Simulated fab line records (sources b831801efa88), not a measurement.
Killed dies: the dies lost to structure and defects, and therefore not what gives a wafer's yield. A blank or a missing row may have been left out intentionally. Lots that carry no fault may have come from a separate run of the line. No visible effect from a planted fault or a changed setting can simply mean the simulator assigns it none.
Which tool did it?	flow gf180mcu	72 wafers from 24 lots sampled at 6 of the route's 602 steps

## WHAT THE GAUGES SHOWED, per wafer
The record lacks any reading of a measuring or inspecting step that a usual standard deviation could be used to judge.

## EACH LOT AND THE TOOL THAT RAN IT (in order: tool; ch and the chambers of the sampled wafers; start)
lot	GF_HV_LDD_STRIP_49	GF_M1_STRIP_17	GF_V1_CVD_02	GF_M2_SPUTTER_04	GF_M4_SPUTTER_02	GF_MIM_SPUTTER_07
L074	plasma asher-03 ch 0,1, day 12 18:51	plasma asher-02 ch 0,1, day 17 11:15	pecvd-04 ch 0,2, day 17 11:55	pvd sputter-01, day 18 13:17	pvd sputter-01, day 22 19:10	pvd sputter-01, day 24 19:42
L076	plasma asher-03 ch 0,1, day 13 03:10	plasma asher-02 ch 0,1, day 17 22:07	pecvd-01 ch 0,1, day 17 22:47	pvd sputter-01, day 19 01:24	pvd sputter-02, day 23 07:16	pvd sputter-01, day 25 07:18
L077	plasma asher-03 ch 0,1, day 13 08:28	plasma asher-03 ch 0,1, day 18 02:04	pecvd-04 ch 0,1,2, day 18 02:46	pvd sputter-02, day 19 04:58	pvd sputter-01, day 23 10:06	pvd sputter-01, day 25 09:03
L075	plasma asher-03 ch 0,1, day 13 09:07	plasma asher-02 ch 0,1, day 18 04:07	pecvd-03 ch 1,2, day 18 04:47	pvd sputter-01, day 19 07:15	pvd sputter-02, day 23 12:24	pvd sputter-01, day 25 10:45
L078	plasma asher-03 ch 0,1, day 13 23:11	plasma asher-02 ch 0, day 18 21:34	pecvd-04 ch 1,2, day 18 22:13	pvd sputter-02, day 20 00:35	pvd sputter-01, day 24 03:46	pvd sputter-04, day 26 01:05
L079	plasma asher-04 ch 0,1, day 14 03:02	plasma asher-03 ch 0,1, day 19 01:34	pecvd-03 ch 0,2, day 19 02:14	pvd sputter-03, day 20 05:16	pvd sputter-01, day 24 07:26	pvd sputter-04, day 26 05:18
L082	plasma asher-01 ch 0,1, day 14 14:55	plasma asher-01 ch 0,1, day 19 16:49	pecvd-01 ch 1,2, day 19 17:31	pvd sputter-02, day 20 20:10	pvd sputter-02, day 24 22:46	pvd sputter-01, day 26 20:10
L081	plasma asher-04 ch 0,1, day 14 16:34	plasma asher-02 ch 0,1, day 19 19:32	pecvd-03 ch 0,1,2, day 19 20:11	pvd sputter-02, day 20 22:48	pvd sputter-01, day 24 23:40	pvd sputter-01, day 26 20:50
L080	plasma asher-01 ch 0,1, day 14 16:52	plasma asher-01 ch 0,1, day 19 18:53	pecvd-01 ch 1,2, day 19 19:34	pvd sputter-01, day 20 22:16	pvd sputter-02, day 25 00:14	pvd sputter-03, day 26 20:58
L083	plasma asher-04 ch 0,1, day 15 08:13	plasma asher-02 ch 0,1, day 20 11:59	pecvd-01 ch 0,1,2, day 20 12:39	pvd sputter-03, day 21 15:13	pvd sputter-01, day 25 13:41	pvd sputter-03, day 27 10:04
L084	plasma asher-03 ch 0,1, day 15 20:46	plasma asher-01 ch 1, day 21 02:09	pecvd-03 ch 0,2, day 21 03:03	pvd sputter-03, day 22 05:04	pvd sputter-02, day 26 02:15	pvd sputter-03, day 27 22:29
L085	plasma asher-04 ch 0,1, day 15 22:14	plasma asher-01 ch 0,1, day 21 03:06	pecvd-03 ch 0,1,2, day 21 04:16	pvd sputter-03, day 22 06:19	pvd sputter-01, day 26 04:18	pvd sputter-01, day 28 00:44
L086	plasma asher-01 ch 0,1, day 16 11:50	plasma asher-03 ch 0,1, day 21 17:19	pecvd-03 ch 0,1,2, day 21 18:19	pvd sputter-03, day 22 19:35	pvd sputter-02, day 26 16:54	pvd sputter-04, day 28 12:13
L087	plasma asher-04 ch 1, day 16 23:44	plasma asher-01 ch 0,1, day 22 05:25	pecvd-04 ch 0,1, day 22 06:04	pvd sputter-01, day 23 06:43	pvd sputter-03, day 27 02:17	pvd sputter-03, day 28 21:37
L088	plasma asher-01 ch 0,1, day 17 08:57	plasma asher-01 ch 0,1, day 22 15:42	pecvd-04 ch 0,2, day 22 16:22	pvd sputter-01, day 23 17:20	pvd sputter-02, day 27 09:49	pvd sputter-01, day 29 05:11
L089	plasma asher-01 ch 1, day 17 09:53	plasma asher-01 ch 0,1, day 22 16:48	pecvd-03 ch 0,2, day 22 17:28	pvd sputter-02, day 23 17:54	pvd sputter-01, day 27 11:21	pvd sputter-01, day 29 05:47
L090	plasma asher-04 ch 0,1, day 17 21:34	plasma asher-01 ch 0,1, day 23 04:39	pecvd-01 ch 0,2, day 23 05:24	pvd sputter-02, day 24 05:31	pvd sputter-02, day 27 23:34	pvd sputter-01, day 29 18:08
L091	plasma asher-01 ch 0,1, day 18 06:09	plasma asher-03 ch 0,1, day 23 11:32	pecvd-03 ch 1,2, day 23 12:20	pvd sputter-01, day 24 12:29	pvd sputter-01, day 28 06:38	pvd sputter-03, day 30 00:14
L092	plasma asher-04 ch 0,1, day 18 07:17	plasma asher-03 ch 0,1, day 23 15:51	pecvd-03 ch 0,2, day 23 16:35	pvd sputter-02, day 24 16:42	pvd sputter-01, day 28 08:53	pvd sputter-04, day 30 03:14
L093	plasma asher-04 ch 0, day 18 19:56	plasma asher-01 ch 0,1, day 24 01:46	pecvd-01 ch 0,1, day 24 02:31	pvd sputter-02, day 25 02:31	pvd sputter-01, day 28 18:01	pvd sputter-03, day 30 11:54
L094	plasma asher-04 ch 0,1, day 19 06:10	plasma asher-03 ch 0,1, day 24 10:28	pecvd-01 ch 0,2, day 24 11:08	pvd sputter-01, day 25 10:19	pvd sputter-01, day 29 00:30	pvd sputter-03, day 30 17:02
L095	plasma asher-04 ch 0,1, day 19 07:13	plasma asher-03 ch 0,1, day 24 12:42	pecvd-01 ch 1,2, day 24 13:42	pvd sputter-01, day 25 13:01	pvd sputter-03, day 29 02:56	pvd sputter-04, day 30 19:04
L096	plasma asher-03 ch 0,1, day 19 16:50	plasma asher-01 ch 0,1, day 24 19:46	pecvd-03 ch 0,1,2, day 24 20:50	pvd sputter-01, day 25 20:27	pvd sputter-02, day 29 11:14	pvd sputter-03, day 31 03:17
L097	plasma asher-04 ch 0,1, day 19 23:55	plasma asher-02 ch 0,1, day 25 01:49	pecvd-01 ch 0,1,2, day 25 02:49	pvd sputter-02, day 26 01:18	pvd sputter-01, day 29 15:35	pvd sputter-01, day 31 06:44
- GF_HV_LDD_STRIP_49: strips in O2/N2.
- GF_M1_STRIP_17: strips in O2/N2.
- GF_V1_CVD_02: deposits SiO2 from TEOS, target thk 850 nm, time 94.851 s.
- GF_M2_SPUTTER_04: material TiN, target thk 50 nm, time 41.7 s.
- GF_M4_SPUTTER_02: material AlCu, target thk 450 nm, time 23.9 s.
- GF_MIM_SPUTTER_07: material TiN, target thk 60 nm, time 50 s.

## WHAT THE TOOLS THEMSELVES READ (means of the sampled wafers that have a number; where no wafer has one, the mark that the record gives instead)
GF_HV_LDD_STRIP_49. Usual: drypump motor current A 5.8 A, standard deviation 0.41; heater power w 335 W, standard deviation 36; oes product au 0.716 a.u., standard deviation 0.0045; strip time to endpoint s 12.63 s, standard deviation 0.037.
lot	tool	drypump motor current A (A)	heater power w (W)	oes product au (a.u.)	strip time to endpoint s (s)	flag
L074	plasma asher-03	5.9	297	0.720	12.61	
L076	plasma asher-03	5.9	298	0.715	12.60	
L077	plasma asher-03	5.9	298	0.713	12.65	
L075	plasma asher-03	6.2	296	0.720	12.63	
L078	plasma asher-03	6.2	299	0.717	12.62	
L079	plasma asher-04	5.8	353	0.714	12.57	
L082	plasma asher-01	5.6	350	0.713	12.60	
L081	plasma asher-04	5.9	354	0.716	12.67	
L080	plasma asher-01	5.6	353	0.713	12.65	
L083	plasma asher-04	5.6	338	0.716	12.64	
L084	plasma asher-03	5.9	298	0.715	12.59	
L085	plasma asher-04	5.8	348	0.716	12.65	
L086	plasma asher-01	5.6	373	0.715	12.61	
L087	plasma asher-04	6.1	373	0.710	12.64	
L088	plasma asher-01	5.6	376	0.714	12.66	
L089	plasma asher-01	5.6	396	0.718	12.57	
L090	plasma asher-04	5.9	350	0.711	12.60	
L091	plasma asher-01	5.6	374	0.713	12.63	
L092	plasma asher-04	5.8	354	0.716	12.67	
L093	plasma asher-04	5.4	316	0.716	12.66	
L094	plasma asher-04	5.9	353	0.714	12.61	
L095	plasma asher-04	5.9	352	0.718	12.64	
L096	plasma asher-03	6.2	305	0.717	12.71	
L097	plasma asher-04	5.8	356	0.715	12.66	

GF_M1_STRIP_17. Usual: drypump motor current A 5.7 A, standard deviation 0.48; heater power w 330 W, standard deviation 37; oes product au 0.536 a.u., standard deviation 0.0052; strip time to endpoint s 7.37 s, standard deviation 0.048.
lot	tool	drypump motor current A (A)	heater power w (W)	oes product au (a.u.)	strip time to endpoint s (s)	flag
L074	plasma asher-02	5.6	321	0.531	7.35	
L076	plasma asher-02	5.6	322	0.537	7.40	
L077	plasma asher-03	6.2	300	0.540	7.39	
L075	plasma asher-02	5.6	321	0.541	7.42	
L078	plasma asher-02	4.9	299	0.539	7.36	
L079	plasma asher-03	6.3	301	0.536	7.44	
L082	plasma asher-01	5.6	380	0.535	7.40	
L081	plasma asher-02	5.3	311	0.536	7.39	
L080	plasma asher-01	5.6	351	0.539	7.39	
L083	plasma asher-02	5.6	318	0.535	7.38	
L084	plasma asher-01	5.6	396	0.538	7.38	
L085	plasma asher-01	5.6	350	0.537	7.37	
L086	plasma asher-03	6.2	298	0.538	7.41	
L087	plasma asher-01	5.6	372	0.528	7.34	
L088	plasma asher-01	5.7	351	0.541	7.44	
L089	plasma asher-01	5.6	355	0.533	7.38	
L090	plasma asher-01	5.7	371	0.535	7.31	
L091	plasma asher-03	6.3	299	0.536	7.36	
L092	plasma asher-03	5.9	296	0.543	7.44	
L093	plasma asher-01	5.6	346	0.531	7.33	
L094	plasma asher-03	6.2	298	0.540	7.36	
L095	plasma asher-03	5.9	300	0.532	7.31	
L096	plasma asher-01	5.7	352	0.531	7.33	
L097	plasma asher-02	5.6	326	0.533	7.32	

GF_V1_CVD_02. Usual: heater power w 671 W, standard deviation 69.
lot	tool	heater power w (W)	flag
L074	pecvd-04	640	
L076	pecvd-01	666	
L077	pecvd-04	634	
L075	pecvd-03	635	
L078	pecvd-04	634	
L079	pecvd-03	702	
L082	pecvd-01	693	
L081	pecvd-03	711	
L080	pecvd-01	653	
L083	pecvd-01	692	
L084	pecvd-03	615	
L085	pecvd-03	666	
L086	pecvd-03	648	
L087	pecvd-04	633	
L088	pecvd-04	660	
L089	pecvd-03	649	
L090	pecvd-01	682	
L091	pecvd-03	656	
L092	pecvd-03	651	
L093	pecvd-01	678	
L094	pecvd-01	669	
L095	pecvd-01	754	
L096	pecvd-03	652	
L097	pecvd-01	720	

GF_M2_SPUTTER_04. Usual: cathode dc power W 6500.0 W, standard deviation 1.4; chamber pressure pa 0.4000 Pa, standard deviation 0.00078; throttle valve pct 30.4 %, standard deviation 0.95.
lot	tool	cathode dc power W (W)	chamber pressure pa (Pa)	throttle valve pct (%)	flag
L074	pvd sputter-01	6499.9	0.4003	29.8	
L076	pvd sputter-01	6499.8	0.4000	30.4	
L077	pvd sputter-02	6500.3	0.4000	29.3	
L075	pvd sputter-01	6499.5	0.3993	30.0	
L078	pvd sputter-02	6499.2	0.4003	29.5	
L079	pvd sputter-03	6500.4	0.3999	30.9	
L082	pvd sputter-02	6500.0	0.3997	30.3	
L081	pvd sputter-02	6500.4	0.3996	31.0	
L080	pvd sputter-01	6499.7	0.4004	30.7	
L083	pvd sputter-03	6501.0	0.4005	30.5	
L084	pvd sputter-03	6501.3	0.4001	30.6	
L085	pvd sputter-03	6500.5	0.3992	31.0	
L086	pvd sputter-03	6499.5	0.4000	31.1	
L087	pvd sputter-01	6499.6	0.3998	30.5	
L088	pvd sputter-01	6499.6	0.3995	30.1	
L089	pvd sputter-02	6499.3	0.4006	29.7	
L090	pvd sputter-02	6499.9	0.3995	30.4	
L091	pvd sputter-01	6500.3	0.4004	30.2	
L092	pvd sputter-02	6500.6	0.3997	30.5	
L093	pvd sputter-02	6501.1	0.3996	31.2	
L094	pvd sputter-01	6500.1	0.4004	30.3	
L095	pvd sputter-01	6499.8	0.4001	31.0	
L096	pvd sputter-01	6502.0	0.4008	30.8	
L097	pvd sputter-02	6499.1	0.3996	30.7	

GF_M4_SPUTTER_02. Usual: cathode dc power W 10600 W, standard deviation 2; chamber pressure pa 0.4000 Pa, standard deviation 0.00079; throttle valve pct 30.5 %, standard deviation 0.91.
lot	tool	cathode dc power W (W)	chamber pressure pa (Pa)	throttle valve pct (%)	flag
L074	pvd sputter-01	10599	0.4008	30.3	
L076	pvd sputter-02	10599	0.3997	29.7	
L077	pvd sputter-01	10601	0.3993	30.4	
L075	pvd sputter-02	10599	0.4008	30.1	
L078	pvd sputter-01	10600	0.3993	30.8	
L079	pvd sputter-01	10603	0.3994	30.1	
L082	pvd sputter-02	10600	0.3998	31.4	
L081	pvd sputter-01	10601	0.3997	30.2	
L080	pvd sputter-02	10599	0.4020	30.8	
L083	pvd sputter-01	10602	0.4011	30.5	
L084	pvd sputter-02	10599	0.4004	31.1	
L085	pvd sputter-01	10599	0.4000	30.8	
L086	pvd sputter-02	10600	0.3994	30.6	
L087	pvd sputter-03	10601	0.3999	30.3	
L088	pvd sputter-02	10601	0.3999	30.5	
L089	pvd sputter-01	10600	0.3998	30.1	
L090	pvd sputter-02	10602	0.4004	29.6	
L091	pvd sputter-01	10599	0.4004	30.8	
L092	pvd sputter-01	10602	0.4001	30.6	
L093	pvd sputter-01	10599	0.3999	30.7	
L094	pvd sputter-01	10599	0.3999	29.9	
L095	pvd sputter-03	10599	0.4008	31.0	
L096	pvd sputter-02	10598	0.3997	30.6	
L097	pvd sputter-01	10602	0.4006	30.0	

GF_MIM_SPUTTER_07. Usual: cathode dc power W 6500.0 W, standard deviation 1.1; chamber pressure pa 0.3999 Pa, standard deviation 0.00077; throttle valve pct 30.3 %, standard deviation 1.1.
lot	tool	cathode dc power W (W)	chamber pressure pa (Pa)	throttle valve pct (%)	flag
L074	pvd sputter-01	6500.3	0.4003	30.9	
L076	pvd sputter-01	6499.9	0.4006	30.1	
L077	pvd sputter-01	6500.1	0.4005	29.8	
L075	pvd sputter-01	6500.1	0.4005	30.2	
L078	pvd sputter-04	6499.2	0.4004	29.2	
L079	pvd sputter-04	6499.8	0.3992	29.1	
L082	pvd sputter-01	6500.2	0.3997	30.9	
L081	pvd sputter-01	6499.9	0.4004	30.0	
L080	pvd sputter-03	6499.4	0.3999	30.8	
L083	pvd sputter-03	6500.2	0.3996	31.3	
L084	pvd sputter-03	6499.2	0.3995	31.0	
L085	pvd sputter-01	6499.3	0.3995	30.9	
L086	pvd sputter-04	6499.7	0.3999	29.0	
L087	pvd sputter-03	6499.7	0.3993	30.8	
L088	pvd sputter-01	6500.1	0.3996	30.0	
L089	pvd sputter-01	6501.8	0.3990	30.1	
L090	pvd sputter-01	6499.3	0.3996	30.2	
L091	pvd sputter-03	6500.6	0.3997	30.7	
L092	pvd sputter-04	6499.3	0.3995	29.3	
L093	pvd sputter-03	6499.7	0.4001	31.1	
L094	pvd sputter-03	6500.1	0.4007	30.7	
L095	pvd sputter-04	6500.4	0.3997	29.2	
L096	pvd sputter-03	6500.2	0.3999	30.6	
L097	pvd sputter-01	6498.3	0.3998	30.8	

## THE ANSWER, worked out from the rows above alone
Rule: a lot is off if the mean of its wafers that have a number lies more than 3 standard deviations from the usual mean. Also off: a lot with no number at a reading for which 4 or more lots have one. Any other lot the step has rows for is counted as sound. First the gauges in route order, then the tools' own readings, where a lot's mean is used as printed above. At the first step where some lot is off, the reading lying furthest off is the one used; lots without a number count as furthest.
No lot is off at any reading shown: from this, nothing can be told.

## WHAT HAD BEEN PUT IN BY THE SIMULATOR
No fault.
